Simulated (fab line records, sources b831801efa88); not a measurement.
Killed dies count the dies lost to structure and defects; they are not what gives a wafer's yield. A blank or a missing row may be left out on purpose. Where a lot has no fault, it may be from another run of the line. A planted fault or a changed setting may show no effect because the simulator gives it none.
fab line records	flow sky130
record lots=6	wafers=18	lastDay=50
route steps=708 shown LDD_HVP@288 LDD_LDN@289 PAD_OPEN@708
lots that met no fault: from a run of the same line without faults
startH: hours from the record's first day to the start of the lot's first wafer shown	waitH: hours from the lot's prior step to this one	" identical to the entry in the row above	L1.1+2: a row that stands for several wafers	- no value present, or no start provided	* or withheld: withheld	< > ~ a bound
route shown NAME@n: names a module that has steps shown in the file, with the first one's number in the route	usual: mean/standard deviation of fault-free wafers	same: alike in all rows	chamber/n: place in a boat	sites: each site's reading	_std_site: the standard deviation of these	_edge_site: mean of outer sites minus mean of inner sites	radiusMm: for every site, how far away it sits from the centre of the wafer	mask NAME#n: copy n	behind: the last tool/chamber to shape the wafer	hold: cause of the lot's hold/its duration in hours/its outcome	device: the transistor (n, p or np) that didn't switch	end of line: tests of these same wafers at the route's end	a step without rows: its recipe alone	killed: dies that structure and defects cost at the first sort, which is not the same as the wafer's yield	map: a wafer's dies, x killed, . not, _ none there
set.NAME: the run value of the setting; set.NAME@STEP: its run value at that earlier step	model.NAME: the simulator's own value behind a step, which no gauge read
lots at selected steps of the route; one table per step, one row per wafer
services: a tool's chamber out of use, with start hour (startH, from the record's first day; less than 0 if before it), hours out, and reason
## steps
# step SKY_LDD_HVP_TW_MEAS_10
# usual LDD_HVP_TW=461/4.4
lot.wafer	tool	chamber	startH	waitH	LDD_HVP_TW
L552.2	filmMetro-04	-	510.55	0.1	458
L552.3	"	-	"	"	459
L552.5	"	-	"	"	458
L556.1	filmMetro-04	-	561.24	0.1	460
L556.5	"	-	"	"	461
L556.6	"	-	"	"	459
L563.2	filmMetro-01	-	619.95	0.1	458
L563.4	"	-	"	"	465
L563.6	"	-	"	"	457
L565.3	filmMetro-03	-	639.80	0.1	469
L565.4	"	-	"	"	470
L565.5	"	-	"	"	469
L570.1	filmMetro-01	-	673.34	0.1	458
L570.2	"	-	"	"	459
L570.5	"	-	"	"	460
L572.1	filmMetro-03	-	687.89	0.1	466
L572.4	"	-	"	"	466
L572.6	"	-	"	"	467
# step SKY_LDD_LDN_DEHYDRATE_00
# recipe tempC=200	timeS=60
# step SKY_LDD_LDN_HMDS_01
# recipe primeTimeS=60	primeTempC=120
# step SKY_LDD_LDN_COAT_02
# recipe resist=NOVOLAK	spinRpm=3000	resistThkNm=1140
# step SKY_LDD_LDN_SOFTBAKE_03
# recipe tempC=90	timeS=60	resist=NOVOLAK
# step SKY_LDD_LDN_EXPOSE_04
# recipe maskId=LDNTM	na=0.6	sourceShape=conventional	sigmaOuter=0.6	polarization=unpolarized	targetCdNm=700	doseMj=140
# step SKY_LDD_LDN_PEB_05
# recipe tempC=withheld	timeS=*	resist=NOVOLAK
# step SKY_LDD_LDN_DEVELOP_06
# recipe resist=NOVOLAK	developer=TMAH	developTimeS=60	devTempC=23
# step SKY_LDD_LDN_OVL_MEAS_07
# usual LDD_LDN_OVL=0.5/1.5
lot.wafer	tool	chamber	startH	waitH	LDD_LDN_OVL[nm]
L552.2	overlay-02	-	541.06	0.1	1.4
L552.3	"	-	"	"	2.2
L552.5	"	-	"	"	1.8
L556.1	overlay-01	-	591.65	0.1	0.5
L556.5	"	-	"	"	0.0
L556.6	"	-	"	"	0.5
L563.2	overlay-01	-	647.96	0.1	0.8
L563.4	"	-	"	"	0.3
L563.6	"	-	"	"	1.9
L565.3	overlay-01	-	666.38	0.1	-0.4
L565.4	"	-	"	"	-1.5
L565.5	"	-	"	"	-0.9
L570.1	overlay-01	-	699.45	0.1	-0.7
L570.2	"	-	"	"	-1.0
L570.5	"	-	"	"	0.1
L572.1	overlay-02	-	718.25	0.1	-4.0
L572.4	"	-	"	"	-1.2
L572.6	"	-	"	"	-2.1
# step SKY_LDD_LDN_IMPLANT_08
# recipe species=As	energyKev=15	doseCm2=1.25e+13	tiltDeg=withheld	rotationDeg=23
# step SKY_LDD_LDN_IMPLANT_09
# recipe species=As	energyKev=15	doseCm2=1.25e+13	tiltDeg=withheld	rotationDeg=113
# step SKY_LDD_LDN_IMPLANT_10
# recipe species=As	energyKev=15	doseCm2=1.25e+13	tiltDeg=withheld	rotationDeg=203
# step SKY_LDD_LDN_IMPLANT_11
# recipe species=As	energyKev=15	doseCm2=1.25e+13	tiltDeg=withheld	rotationDeg=293
# usual beamEnergyKeV=14.998/0.0042	doseIonsCm2=1.2503e+13/1.4e+10	faradayCurrentUA=70.3/1.5	rotationDeg=293.00/0.049
# same implantIonAmu=75
lot.wafer	tool	chamber	startH	waitH	beamEnergyKeV	doseIonsCm2	faradayCurrentUA	rotationDeg	model.implant.rpNm	model.implant.drpNm
L552.2	implanter-03	0	541.56	0.1	14.999	1.2511e+13	69.8	292.99	12.75	5.933
L552.3	"	0	"	"	14.998	1.2481e+13	69.3	292.97	12.75	5.933
L552.5	"	0	"	"	14.996	1.2512e+13	70.5	292.96	12.75	5.933
L556.1	implanter-04	0	592.14	0.1	15.008	1.2516e+13	68.3	292.96	13.61	5.933
L556.5	"	0	"	"	14.997	1.2499e+13	71.3	292.96	13.61	5.933
L556.6	"	0	"	"	15.000	1.2521e+13	72.4	293.03	13.61	5.933
L563.2	implanter-03	0	648.46	0.1	16.489	1.2504e+13	69.6	292.95	13.43	6.323
L563.4	"	0	"	"	16.495	1.2499e+13	70.2	293.04	13.43	6.323
L563.6	"	0	"	"	16.491	1.2497e+13	70.4	293.04	13.43	6.323
L565.3	implanter-03	0	666.90	0.1	16.491	1.2512e+13	70.1	292.94	13.69	6.323
L565.4	"	0	"	"	16.497	1.2494e+13	70.2	292.90	13.69	6.323
L565.5	"	0	"	"	16.493	1.2506e+13	71.0	292.98	13.69	6.323
L570.1	implanter-04	0	699.94	0.1	14.999	1.2512e+13	68.5	293.03	13.06	5.933
L570.2	"	0	"	"	14.997	1.2516e+13	70.1	292.98	13.06	5.933
L570.5	"	0	"	"	14.999	1.2528e+13	70.7	293.00	13.06	5.933
L572.1	implanter-02	0	718.74	0.1	15.008	1.2524e+13	72.7	293.00	13.01	5.933
L572.4	"	0	"	"	15.000	1.2516e+13	72.3	293.14	13.01	5.933
L572.6	"	0	"	"	15.001	1.2493e+13	71.1	293.00	13.01	5.933
# step SKY_LDD_LDN_STRIP_12
# recipe chemistry=O2/N2	powerW=1400	pressureMtorr=1500	platenTempC=withheld	o2FlowSccm=3000	n2FlowSccm=300	overashFraction=0.5
# usual drypumpMotorCurrentA=5.6/0.53	oesProductAu=0.716/0.0041	stripTimeToEndpointS=14.17/0.036
# same overashFraction=0.5
lot.wafer	tool	chamber	startH	waitH	drypumpMotorCurrentA	oesProductAu	rfHoursCounterH	stripTimeToEndpointS
L552.2	plasmaAsher-04	1	541.69	0.1	6.0	0.713	11	14.17
L552.3	"	0	"	"	5.8	0.716	-	14.20
L552.5	"	1	"	"	6.0	0.709	-	14.19
L556.1	plasmaAsher-04	1	592.29	0.1	6.0	0.718	17	14.15
L556.5	"	1	"	"	6.0	0.712	-	14.09
L556.6	"	0	"	"	5.9	0.715	-	14.12
L563.2	plasmaAsher-01	1	648.59	0.1	6.2	0.714	96	14.16
L563.4	"	1	"	"	6.2	0.718	-	14.21
L563.6	"	0	"	"	4.8	0.719	-	14.20
L565.3	plasmaAsher-02	0	667.04	0.1	5.3	0.719	-	14.18
L565.4	"	1	"	"	5.4	0.723	-	14.21
L565.5	"	1	"	"	5.4	0.713	-	14.16
L570.1	plasmaAsher-02	1	700.09	0.1	5.4	0.710	58	14.14
L570.2	"	0	"	"	5.3	0.715	58	14.20
L570.5	"	1	"	"	5.4	0.716	-	14.16
L572.1	plasmaAsher-01	1	718.89	0.1	6.2	0.707	103	14.19
L572.4	"	1	"	"	6.2	0.716	-	14.12
L572.6	"	0	"	"	4.8	0.712	-	14.14
# step SKY_PAD_OPEN_PROBE_99
# usual killed_at_M0_to_M3=43/7	killed_at_M4_up=3.5/1.9	killedAtContacts=24/5.3	killedAtFrontEnd=15/4.4	killedAtOther=0.3/0.69	killedDies=87/9.7	killedOpen=48/7	killedShort=39/6.4
# same grossDies=492	killedAtBackSide=0
lot.wafer	tool	chamber	startH	waitH	killed_at_M0_to_M3	killed_at_M4_up	killedAtContacts	killedAtFrontEnd	killedAtOther	killedDies	killedOpen	killedShort
L552.2	prober-01	-	1082.67	0.1	45	3	36	12	1	97	60	36
L552.3	prober-01	-	1082.72	0.2	46	5	26	14	0	91	44	47
L552.5	prober-01	-	1082.82	0.2	40	2	21	17	3	83	43	37
# killed by level:class
L552.2 VIA1:geometricParticle:open=18 LI_CONTACT:geometricParticle:open=13 CONTACT:geometricParticle:open=12 CONTACT:geometricParticle:short=5 POLY_GATE:geometricParticle:short=5 VIA1:geometricParticle:short=5 LOCAL_INTERCONNECT:geometricParticle:short=4 METAL1:geometricParticle:short=4
L552.3 CONTACT:geometricParticle:open=12 METAL1:geometricParticle:short=9 VIA1:geometricParticle:open=6 METAL2:geometricParticle:short=6 LI_CONTACT:geometricParticle:open=5 VIA3:geometricParticle:open=5 CONTACT:geometricParticle:short=4 VIA1:geometricParticle:short=4
L552.5 VIA1:geometricParticle:short=8 VIA3:geometricParticle:open=8 LI_CONTACT:geometricParticle:open=7 CONTACT:geometricParticle:open=7 VIA2:geometricParticle:open=7 FIELD_ISO:geometricParticle:short=6 FIELD_ISO:geometricParticle:open=4 VIA1:geometricParticle:open=4
## services
tool	chamber	startH	hours	kind
plasmaAsher-01	-	536.44	0.5	repair
implanter-02	-	540.06	6.4	pm
plasmaAsher-02	-	549.55	1.1	repair
implanter-04	-	575.97	1.9	repair
implanter-03	-	588.71	4.8	pm
implanter-04	-	593.32	3.0	repair
plasmaAsher-01	-	598.70	3.7	repair
plasmaAsher-02	-	623.57	4.3	repair
plasmaAsher-01	-	638.17	2.9	repair
implanter-04	-	653.44	3.2	repair
implanter-04	-	675.37	7.0	pm
implanter-04	-	706.73	15.4	repair
## key
firstSign step=SKY_LDD_LDN_IMPLANT_11	reading=beamEnergyKeV	direction=up	sigmas=99+	usual=*	struck=*
effect none on later readings
modelEffect step=SKY_LDD_LDN_IMPLANT_11	value=implant.rpNm	without=12.68	struck=13.56
metAt SKY_LDD_LDN_IMPLANT_11
struckWafers L563.2,L563.4,L563.6,L565.3,L565.4,L565.5
testerLeftOut L563,L565
onsetBetween 541.56 648.46
fault kind=processParameterDrift	tool=implanter-03	chamber=-	onsetH=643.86	steps=SKY_LDD_LDN_IMPLANT_11	channel=energyKev	offset=*	shape=step	endH=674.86	actsIn=*	stated=*
# testerLeftOut: of these lots the tester's yield and bins aren't shown, on N5 and GAA mostly nor the transistor test; their killed dies are dies lost to structure and defects alone, not to doping, threshold or leakage, so they don't give the yield
